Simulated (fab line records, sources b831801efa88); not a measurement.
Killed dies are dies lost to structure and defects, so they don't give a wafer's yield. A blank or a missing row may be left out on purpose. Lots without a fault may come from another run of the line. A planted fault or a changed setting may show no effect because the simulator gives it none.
A struck lot beside a sound one | flow gf180mcu | 16 steps out of a route of 602
Sound: wafers L332.2, L332.5, L332.6. Struck: wafers L338.4, L338.5, L338.6. The cause comes at the end.
At each step with rows: each side's tool, then ch and its chambers, then its first start. Under that, the readings that differ: sound wafers | struck wafers | difference of the means | sigmas: that difference in standard deviations of wafers without a fault.
alike: readings whose means differ by less than 2 such deviations, and words and numbers that are the same on both sides. not compared: withheld readings, readings that some wafer has no value for, bounds like >300 that may hide the same value, and numbers for which the record gives no deviation and whose values overlap.
The two part at a step that has a row with sigmas, a row that says differs or no value, or rows on one side only. Numbers that don't overlap but have no deviation are shown without sigmas and don't part them. A reading that every wafer of one side lacks parts them only if that side has two wafers or more.

first, 3 steps without rows for these wafers: GF_V4_EXPOSE_11 (exposes mask Via4, target cd 260 nm); GF_V4_PEB_12 (peb time 90 s); GF_V4_DEVELOP_13 (develop time 60 s).
GF_V4_CD_MEAS_14: target cd 260 nm.
  sound on cd_sem-01, day 27 03:05; struck on cd_sem-02, day 28 14:25
  reading    | sound             | struck            | difference | sigmas
  cd_nm (nm) | 260.9 262.0 262.6 | 259.4 259.3 257.8 | -3.0       | -2
GF_V4_OVL_MEAS_15:
  sound on overlay-01, day 27 03:11; struck on overlay-02, day 28 14:30
  alike: V4_OVL
GF_V4_ETCH_16: etches BARC in N2/H2.
  sound on rie_diel-01 ch 0,1, day 27 03:13; struck on rie_diel-03 ch 0,1, day 28 14:31
  alike: drypump_motor_current_A, n2_flow_sccm, oes_product_au, throttle_valve_pct
GF_V4_ETCH_17: etches SiO2 in C4F8/O2/Ar, stops on TiN, target depth 630 nm.
  sound on rie_diel-01 ch 0,1; struck on rie_diel-03 ch 0,1
  reading               | sound             | struck            | difference | sigmas
  oes_product_au (a.u.) | 0.867 0.862 0.861 | 0.856 0.852 0.846 | -0.012     | -3
GF_V4_STRIP_18: strips in O2/N2.
  sound on plasma_asher-01 ch 0,1, day 27 03:21; struck on plasma_asher-03 ch 0,1, day 28 14:41
  reading                     | sound       | struck      | difference | sigmas
  drypump_motor_current_A (A) | 6.1 6.0 5.9 | 5.4 5.0 5.4 | -0.7       | -2
  alike: heater_power_w, n2_flow_sccm, oes_product_au
  not compared: rf_hours_counter_h
then, 2 steps without rows for these wafers: GF_V4_STRIP_19 (strips in post etch residue remover, time 1200 s); GF_V4_CLEAN_20 (cleans in DIW).
GF_V4_SPUTTER_21: material Ti, target thk 15 nm, time 80.02 s.
  sound on pvd_sputter-02, day 27 03:53; struck on pvd_sputter-04, day 28 15:11
  reading                | sound          | struck         | difference | sigmas
  throttle_valve_pct (%) | 28.6 29.7 29.0 | 31.9 32.0 30.0 | +2.2       | +2
GF_V4_SPUTTER_22: material TiN, target thk 10 nm, time 40 s.
  sound on pvd_sputter-02, day 27 03:58; struck on pvd_sputter-04, day 28 15:14
  reading                | sound          | struck         | difference | sigmas
  throttle_valve_pct (%) | 28.4 29.9 29.1 | 31.8 31.5 30.2 | +2.0       | +2
GF_V4_CVD_23: deposits W, target thk 350 nm, time 104.9 s.
  sound on cvd_w-02 ch 0,1, day 27 03:59; struck on cvd_w-02 ch 0,1, day 28 15:19
  reading                          | sound             | struck            | difference | sigmas
  chamber_pressure_Torr (Torr)     | 39.96 39.97 39.88 | 38.24 38.36 38.20 | -1.67      | -19
  model.W_of_V4_CVD_23.thk_nm (nm) | 347 340.2 342.7   | 336.1 335.6 332   | -8.7       |
  alike: heater_power_w
GF_V4_RS_MEAS_24: measures by four-point-probe.
  sound on film_metro-04, day 27 04:08; struck on film_metro-01, day 28 15:27
  reading          | sound             | struck            | difference | sigmas
  V4_W_RS (ohm/sq) | 0.330 0.337 0.334 | 0.341 0.342 0.345 | +0.009     | +2
  not compared: hold
GF_V4_THK_MEAS_25: measures by xrf.
  sound on film_metro-04, day 27 04:14; struck on film_metro-01, day 28 15:32
  alike: V4_W_THK
-- the record jumps here: 4 days lie between the struck wafers' starts before and after (it left off in module V4 and takes up again in module PASSIVATION, whose first step shown is number 602 of the route) --
GF_PASSIVATION_PROBE_99:
  the record has rows for the struck wafers here (prober-01, day 32 16:07) and none for the sound ones

WHERE THEY PART
First at GF_V4_CD_MEAS_14; last, within this record, at GF_PASSIVATION_PROBE_99.

WHY: what the simulator had put in
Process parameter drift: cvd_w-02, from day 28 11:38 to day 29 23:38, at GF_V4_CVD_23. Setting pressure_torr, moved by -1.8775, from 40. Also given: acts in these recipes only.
